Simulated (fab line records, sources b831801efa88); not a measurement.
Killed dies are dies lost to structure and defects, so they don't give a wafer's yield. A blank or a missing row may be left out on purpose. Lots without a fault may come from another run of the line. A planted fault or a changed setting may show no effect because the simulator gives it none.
A struck lot beside a sound one | flow sky130 | 19 steps out of a route of 708
Sound: wafers L322.1, L322.5, L322.6. Struck: wafer L334.2. (L334.3, L334.5 of the same lot were not struck and are left out.) The cause comes at the end.
At each step with rows: each side's tool, then ch and its chambers, then its first start. Under that, the readings that differ: sound wafers | struck wafers | difference of the means | sigmas: that difference in standard deviations of wafers without a fault.
alike: readings whose means differ by less than 2 such deviations, and words and numbers that are the same on both sides. not compared: withheld readings, readings that some wafer has no value for, bounds like >300 that may hide the same value, and numbers for which the record gives no deviation and whose values overlap.
The two part at a step that has a row with sigmas, a row that says differs or no value, or rows on one side only. Numbers that don't overlap but have no deviation are shown without sigmas and don't part them. A reading that every wafer of one side lacks parts them only if that side has two wafers or more.

first, 2 steps without rows for these wafers: SKY_METAL2_CLEAN_23 (cleans in O3/DIW); SKY_VIA2_HDPCVD_00 (deposits SiO2, target thk 1180 nm, time 196.7 s).
SKY_VIA2_THK_MEAS_01:
  sound on film_metro-01, day 35 11:58; struck on film_metro-04, day 39 18:24
  alike: VIA2_HDPCVD_THK
SKY_VIA2_CMP_02: polishes SiO2.
  sound on cmp-01 ch 1,2, day 35 12:05; struck on cmp-01 ch 1, day 39 18:33
  reading             | sound          | struck | difference | sigmas
  motor_current_A (A) | 15.5 15.0 10.1 | 9.2    | -4.3       | -3
SKY_VIA2_BOW_MEAS_03:
  sound on film_metro-04, day 35 12:20; struck on film_metro-01, day 39 18:46
  alike: VIA2_BOW
then, 7 steps without rows for these wafers: SKY_VIA2_DEHYDRATE_04 (time 60 s); SKY_VIA2_HMDS_05 (prime time 60 s); SKY_VIA2_COAT_06 (resist thk 60 nm); SKY_VIA2_COAT_07 (resist thk 450 nm); SKY_VIA2_SOFTBAKE_08 (time 90 s); SKY_VIA2_EXPOSE_09 (exposes mask VIM2, target cd 200 nm); SKY_VIA2_PEB_10.
SKY_VIA2_DEVELOP_11: develop time 60 s.
  sound on litho_track-03 ch 0, day 36 14:00; struck on litho_track-03 ch 0, day 40 18:00
SKY_VIA2_CD_MEAS_12: target cd 200 nm.
  sound on cd_sem-02, day 36 14:22; struck on cd_sem-01, day 40 19:22
  reading    | sound             | struck | difference | sigmas
  cd_nm (nm) | 200.3 200.4 198.4 | 195.1  | -4.6       | -3
  not compared: hold
SKY_VIA2_OVL_MEAS_13:
  sound on overlay-02, day 36 14:29; struck on overlay-01, day 41 01:20
  reading | sound | struck                   | difference                   | sigmas
  hold    | - - - | await_dispo/5.9h/release | no value on the sound wafers |
  alike: VIA2_OVL
SKY_VIA2_ETCH_14: etches BARC in N2/H2, stops on SiO2, time 45.9 s, target depth 60 nm.
  sound on rie_diel-03 ch 1,2,3, day 36 14:31; struck on rie_diel-04 ch 0, day 41 01:22
  reading               | sound             | struck | difference | sigmas
  oes_product_au (a.u.) | 0.849 0.859 0.855 | 0.865  | +0.011     | +2
  model.VIA2.cd_nm (nm) | 200.5 199.9 197.2 | 195.3  | -3.9       |
  alike: drypump_motor_current_A, throttle_valve_pct
  not compared: rf_hours_counter_h
SKY_VIA2_ETCH_15: etches SiO2 in C4F8/O2/Ar, stops on TiN, target depth 546 nm, time 84 s.
  sound on rie_diel-03 ch 1,2,3, day 36 14:34; struck on rie_diel-04 ch 0, day 41 01:25
  alike: oes_product_au
  not compared: model.VIA2.cd_nm
SKY_VIA2_STRIP_16: strips in O2/N2.
  sound on plasma_asher-01 ch 0,1, day 36 14:37; struck on plasma_asher-03 ch 0, day 41 01:29
  alike: drypump_motor_current_A, oes_product_au, strip_time_to_endpoint_s
  not compared: rf_hours_counter_h
-- the record jumps here: 8 days lie between the struck wafers' starts before and after (it left off in module VIA2 and takes up again in module PAD_OPEN, whose first step shown is number 708 of the route) --
SKY_PAD_OPEN_PROBE_99:
  sound on prober-02, day 46 02:37; struck on prober-02, day 49 10:37
  alike: defect_limited_yield, killed_at_M0_to_M3, killed_at_M4_up, killed_at_contacts, killed_at_front_end, killed_at_other, killed_dies, killed_open, killed_short, sort_bin_3_pad_short, sort_bin_5_function, sort_bin_6_memory, sort_n_pass, sort_yield_pct
  not compared: model.etest.via2_chain.rc_ohm

WHERE THEY PART
First at SKY_VIA2_CMP_02; last, within this record, at SKY_VIA2_ETCH_14. Later steps at which nothing parts them and some readings are alike: SKY_VIA2_ETCH_15, SKY_VIA2_STRIP_16, SKY_PAD_OPEN_PROBE_99.

WHY: what the simulator had put in
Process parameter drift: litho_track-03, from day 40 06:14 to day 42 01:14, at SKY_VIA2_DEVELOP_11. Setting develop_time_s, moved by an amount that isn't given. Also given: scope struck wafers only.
